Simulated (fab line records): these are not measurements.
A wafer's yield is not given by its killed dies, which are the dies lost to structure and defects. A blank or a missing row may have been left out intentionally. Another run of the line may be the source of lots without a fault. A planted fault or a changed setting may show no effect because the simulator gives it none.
Which tool is to blame? / flow gf180mcu / 13 lots, 39 wafers sampled, at 4 steps of a route of 602

== WHAT EACH GAUGE READ, for each wafer ==
GF_VT_IMPLANT_RS_MEAS_49: measures by four-point-probe. Usual: MVPSD_RS gives 1169.2 ohm/sq (standard deviation 2.6).
lot=L362; measured=day 7 15:46; on=film_metro-01; MVPSD_RS (ohm/sq)=1164.5 1164.8 1166.4; flag=
lot=L363; measured=day 8 01:03; on=film_metro-02; MVPSD_RS (ohm/sq)=1171.3 1172.1 1171.5; flag=
lot=L364; measured=day 8 07:14; on=film_metro-04; MVPSD_RS (ohm/sq)=1166.3 1165.9 1165.4; flag=
lot=L365; measured=day 8 16:16; on=film_metro-01; MVPSD_RS (ohm/sq)=1171.4 1171.8 1171.8; flag=
lot=L371; measured=day 10 05:56; on=film_metro-02; MVPSD_RS (ohm/sq)=1169.9 1170.0 1167.2; flag=
lot=L372; measured=day 10 14:22; on=film_metro-01; MVPSD_RS (ohm/sq)=1171.7 1169.4 1170.9; flag=
lot=L373; measured=day 10 20:24; on=film_metro-01; MVPSD_RS (ohm/sq)=1096.2 1093.3 1094.7; flag=OFF
lot=L374; measured=day 11 00:37; on=film_metro-02; MVPSD_RS (ohm/sq)=1089.3 1092.6 1092.2; flag=OFF
lot=L377; measured=day 12 00:41; on=film_metro-02; MVPSD_RS (ohm/sq)=1171.5 1170.5 1171.1; flag=
lot=L378; measured=day 12 09:38; on=film_metro-01; MVPSD_RS (ohm/sq)=1168.9 1170.8 1168.3; flag=
lot=L382; measured=day 13 09:01; on=film_metro-01; MVPSD_RS (ohm/sq)=1168.2 1166.7 1167.8; flag=
lot=L383; measured=day 13 17:35; on=film_metro-01; MVPSD_RS (ohm/sq)=1169.2 1168.4 1168.7; flag=
lot=L384; measured=day 13 22:35; on=film_metro-04; MVPSD_RS (ohm/sq)=1167.1 1168.8 1169.1; flag=

GF_SAB_OVL_MEAS_10. Usual: SAB_OVL gives 0.6 nm (standard deviation 1.3).
lot=L362; measured=day 15 05:12; on=overlay-02; SAB_OVL (nm)=0.9 -0.9 0.7; flag=
lot=L363; measured=day 15 16:20; on=overlay-01; SAB_OVL (nm)=-2.6 -1.9 -1.2; flag=
lot=L364; measured=day 15 22:16; on=overlay-01; SAB_OVL (nm)=1.7 3.7 3.0; flag=
lot=L365; measured=day 16 12:35; on=overlay-02; SAB_OVL (nm)=4.3 3.7 2.4; flag=
lot=L371; measured=day 18 15:06; on=overlay-02; SAB_OVL (nm)=2.0 1.0 -0.5; flag=
lot=L372; measured=day 19 06:02; on=overlay-02; SAB_OVL (nm)=1.6 -0.1 1.4; flag=
lot=L373; measured=day 19 09:23; on=overlay-01; SAB_OVL (nm)=0.6 -0.1 0.8; flag=
lot=L374; measured=day 19 15:14; on=overlay-01; SAB_OVL (nm)=0.4 1.9 2.1; flag=
lot=L377; measured=day 20 21:56; on=overlay-01; SAB_OVL (nm)=1.0 1.1 0.9; flag=
lot=L378; measured=day 21 12:52; on=overlay-02; SAB_OVL (nm)=0.4 0.8 2.2; flag=
lot=L382; measured=day 22 11:07; on=overlay-02; SAB_OVL (nm)=0.0 2.6 2.3; flag=
lot=L383; measured=day 22 19:25; on=overlay-01; SAB_OVL (nm)=2.0 1.5 1.0; flag=
lot=L384; measured=day 23 02:55; on=overlay-02; SAB_OVL (nm)=-1.0 0.8 1.3; flag=

== TOOL THAT RAN EACH LOT (tool first, then ch and the chambers of the sampled wafers, then the start) ==
lot=L362; GF_MVPSD_IMPLANT_09=implanter-01 ch 0, day 5 04:11; GF_PSD_RTA_13=rtp_anneal-02 ch 0, day 14 07:11
lot=L363; GF_MVPSD_IMPLANT_09=implanter-01 ch 0, day 5 10:56; GF_PSD_RTA_13=rtp_anneal-01 ch 0, day 14 19:08
lot=L364; GF_MVPSD_IMPLANT_09=implanter-03 ch 0, day 5 17:56; GF_PSD_RTA_13=rtp_anneal-02 ch 0, day 15 00:21
lot=L365; GF_MVPSD_IMPLANT_09=implanter-02 ch 0, day 6 00:56; GF_PSD_RTA_13=rtp_anneal-01 ch 0, day 15 14:20
lot=L371; GF_MVPSD_IMPLANT_09=implanter-03 ch 0, day 7 10:31; GF_PSD_RTA_13=rtp_anneal-02 ch 0, day 17 14:45
lot=L372; GF_MVPSD_IMPLANT_09=implanter-01 ch 0, day 7 18:17; GF_PSD_RTA_13=rtp_anneal-02 ch 0, day 18 05:47
lot=L373; GF_MVPSD_IMPLANT_09=implanter-03 ch 0, day 7 23:01; GF_PSD_RTA_13=rtp_anneal-02 ch 0, day 18 09:05
lot=L374; GF_MVPSD_IMPLANT_09=implanter-03 ch 0, day 8 03:31; GF_PSD_RTA_13=rtp_anneal-02 ch 0, day 18 15:02
lot=L377; GF_MVPSD_IMPLANT_09=implanter-02 ch 0, day 8 22:53; GF_PSD_RTA_13=rtp_anneal-02 ch 0, day 19 21:23
lot=L378; GF_MVPSD_IMPLANT_09=implanter-02 ch 0, day 9 06:50; GF_PSD_RTA_13=rtp_anneal-01 ch 0, day 20 13:10
lot=L382; GF_MVPSD_IMPLANT_09=implanter-01 ch 0, day 10 04:37; GF_PSD_RTA_13=rtp_anneal-01 ch 0, day 21 11:13
lot=L383; GF_MVPSD_IMPLANT_09=implanter-02 ch 0, day 10 11:44; GF_PSD_RTA_13=rtp_anneal-01 ch 0, day 21 20:13
lot=L384; GF_MVPSD_IMPLANT_09=implanter-02 ch 0, day 10 17:23; GF_PSD_RTA_13=rtp_anneal-01 ch 0, day 22 03:44
- GF_MVPSD_IMPLANT_09
- GF_PSD_RTA_13: time 20 s.

== WHAT THE TOOLS THEMSELVES READ (means of the sampled wafers that have a number; where no wafer has one, the mark that the record gives instead) ==
GF_MVPSD_IMPLANT_09. Usual: beam_on_s 10.01 s, standard deviation 0.21; dose_ions_cm2 5e+12, standard deviation 4.5e+09; faraday_current_uA 28.2, standard deviation 0.6.
lot=L362; tool=implanter-01; beam_on_s (s)=9.89; dose_ions_cm2=5e+12; faraday_current_uA=28.6; flag=
lot=L363; tool=implanter-01; beam_on_s (s)=9.86; dose_ions_cm2=5e+12; faraday_current_uA=28.7; flag=
lot=L364; tool=implanter-03; beam_on_s (s)=10.23; dose_ions_cm2=5e+12; faraday_current_uA=27.5; flag=
lot=L365; tool=implanter-02; beam_on_s (s)=10.22; dose_ions_cm2=5e+12; faraday_current_uA=27.6; flag=
lot=L371; tool=implanter-03; beam_on_s (s)=10.17; dose_ions_cm2=5e+12; faraday_current_uA=27.7; flag=
lot=L372; tool=implanter-01; beam_on_s (s)=10.03; dose_ions_cm2=5e+12; faraday_current_uA=28.0; flag=
lot=L373; tool=implanter-03; beam_on_s (s)=9.87; dose_ions_cm2=7e+12; faraday_current_uA=40.1; flag=OFF
lot=L374; tool=implanter-03; beam_on_s (s)=9.88; dose_ions_cm2=7e+12; faraday_current_uA=40.1; flag=OFF
lot=L377; tool=implanter-02; beam_on_s (s)=9.98; dose_ions_cm2=5e+12; faraday_current_uA=28.3; flag=
lot=L378; tool=implanter-02; beam_on_s (s)=9.92; dose_ions_cm2=5e+12; faraday_current_uA=28.4; flag=
lot=L382; tool=implanter-01; beam_on_s (s)=10.00; dose_ions_cm2=5e+12; faraday_current_uA=28.2; flag=
lot=L383; tool=implanter-02; beam_on_s (s)=9.85; dose_ions_cm2=5e+12; faraday_current_uA=28.7; flag=
lot=L384; tool=implanter-02; beam_on_s (s)=9.88; dose_ions_cm2=5e+12; faraday_current_uA=28.5; flag=

GF_PSD_RTA_13. Usual: lamp_power_pct 36 %, standard deviation 3; wafer_temp_C_max 1028.6, standard deviation 1.4.
lot=L362; tool=rtp_anneal-02; lamp_power_pct (%)=39; wafer_temp_C_max=1028.3; flag=
lot=L363; tool=rtp_anneal-01; lamp_power_pct (%)=33; wafer_temp_C_max=1030.0; flag=
lot=L364; tool=rtp_anneal-02; lamp_power_pct (%)=39; wafer_temp_C_max=1027.3; flag=
lot=L365; tool=rtp_anneal-01; lamp_power_pct (%)=33; wafer_temp_C_max=1030.5; flag=
lot=L371; tool=rtp_anneal-02; lamp_power_pct (%)=39; wafer_temp_C_max=1027.8; flag=
lot=L372; tool=rtp_anneal-02; lamp_power_pct (%)=39; wafer_temp_C_max=1027.3; flag=
lot=L373; tool=rtp_anneal-02; lamp_power_pct (%)=39; wafer_temp_C_max=1027.7; flag=
lot=L374; tool=rtp_anneal-02; lamp_power_pct (%)=39; wafer_temp_C_max=1027.5; flag=
lot=L377; tool=rtp_anneal-02; lamp_power_pct (%)=39; wafer_temp_C_max=1027.3; flag=
lot=L378; tool=rtp_anneal-01; lamp_power_pct (%)=33; wafer_temp_C_max=1030.7; flag=
lot=L382; tool=rtp_anneal-01; lamp_power_pct (%)=33; wafer_temp_C_max=1029.4; flag=
lot=L383; tool=rtp_anneal-01; lamp_power_pct (%)=33; wafer_temp_C_max=1030.3; flag=
lot=L384; tool=rtp_anneal-01; lamp_power_pct (%)=33; wafer_temp_C_max=1029.7; flag=

== THE ANSWER, worked out from the rows above alone ==
Rule: lot off if the mean of its wafers having a number is beyond 3 standard deviations from the usual mean. Also off: a lot with no number at a reading for which 4 or more lots have one. Where the step has rows for the other lots, those lots are counted as sound. The gauges are gone through in route order, then the tools' own readings, and for those a lot's mean is taken as printed above. The first step at which some lot is off is used, and at that step the reading that is off furthest; a lot without a number counts as furthest.
Off: L373, L374, at GF_VT_IMPLANT_RS_MEAS_49 (MVPSD_RS).
A tool fits if, at a process step before that reading, it ran every lot that is off, and no sound lot after the first of them. Not tried: the gauges at GF_VT_IMPLANT_RS_MEAS_49; whatever is off there is also off at GF_MVPSD_IMPLANT_09, on other tools, and gauge error can't account for it. One fits: GF_MVPSD_IMPLANT_09 on implanter-03. Its last sound lot is L371 (day 7 10:31), its first lot that is off L373 (day 7 23:01): a fault that began between those two fits.
The tool's own readings at GF_MVPSD_IMPLANT_09 bear it out: on the lots that are off they differ by more than 5 times the standard deviation of the sound lots' means. dose_ions_cm2 reads 7e+12 there against 5e+12 on the sound lots; faraday_current_uA reads 40.1 there against 28.2 on the sound lots.

== WHAT HAD BEEN PUT IN BY THE SIMULATOR ==
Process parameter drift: implanter-03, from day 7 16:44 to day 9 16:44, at GF_MVPSD_IMPLANT_09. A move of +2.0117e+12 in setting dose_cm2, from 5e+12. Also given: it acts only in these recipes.
Lots struck among those shown: L373, L374. The rule above found the same.
